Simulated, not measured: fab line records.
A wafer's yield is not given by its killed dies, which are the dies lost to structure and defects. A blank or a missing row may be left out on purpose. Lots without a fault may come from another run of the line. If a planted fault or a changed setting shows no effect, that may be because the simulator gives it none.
Code-filled problem report in 8D (eight disciplines) form	flow sky130	the parts of the form that need people (team, actions taken, sign-off) are left out

1. THE ISSUE
At SKY_LDD_P_IMPLANT_09, beam-energy-keV averages 26.571 over 6 wafers from 2 lots, while fault-free wafers read 25.000, standard deviation 0.0081. So: +99 or more standard deviations from the usual mean.
Earliest sighting: wafer L413.1 on implanter-02 at day 25 05:56. Wafers with a number at this step in the record: 18, from 6 lots. The rule behind "out" and "out of limits": a value lying over 4 standard deviations away from the usual mean. All remaining wafers that have a number are taken as sound.

2. WHAT IT IS AND WHAT IT IS NOT
question	is	is not
which readings at this step	beam-energy-keV	beam-on-s
which lots	L413, L415	L399, L401, L402, L403
which wafers of those lots	all that have a number	-
read on which tools	implanter-02	implanter-03, implanter-04
when	from day 25 05:56	up to then (12 sound wafers)

3. SUSPECTS, AND WHAT RULES EACH OUT
Counting: a tool at a process step up to the reading stays a suspect if it ran every lot that is out and no sound lot after the first of them.
- plasma-asher-03 at SKY_LDD_N_STRIP_16 (strips in O2/N2): kept. It ran every lot that is out, first L413 (day 24 00:31), and no sound lot after that; its last sound lot up to then is L401 (day 20 07:25).
- implanter-02 at SKY_LDD_P_IMPLANT_09: kept. It ran every lot that is out, first L413 (day 25 05:56), and no sound lot after that; its last sound lot up to then is L403 (day 21 22:48). On those wafers its own readings are out: beam-energy-keV.
Remaining after the count are plasma-asher-03 at SKY_LDD_N_STRIP_16 and implanter-02 at SKY_LDD_P_IMPLANT_09.

4. THE CAUSE (what the simulator had put in)
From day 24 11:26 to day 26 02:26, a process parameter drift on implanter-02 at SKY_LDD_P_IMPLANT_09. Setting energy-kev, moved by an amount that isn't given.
Counting left 2 suspects, and this tool is among them.

5. THE CHAIN OF EFFECTS, in route order
Rows list readings where the struck wafers' mean (over those with a number) sits beyond 3 standard deviations from the usual. Only readings whose record carries a usual standard deviation are examined. hours: median over the lots of the time between each lot's start at the first step of this table that gives one and its start at this step. sigmas: the change, counted in usual standard deviations.
hours	step	reading	usual	on struck wafers	change	sigmas
0	SKY_LDD_P_IMPLANT_09	beam-energy-keV	25.000	26.571	+1.571	+99 or more
The process steps in it:
- SKY_LDD_P_IMPLANT_09

6. HOW IT WOULD HAVE BEEN CAUGHT EARLIER
In this record the first reading out of limits was taken at day 25 05:56, 18 hours after the fault began at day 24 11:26.
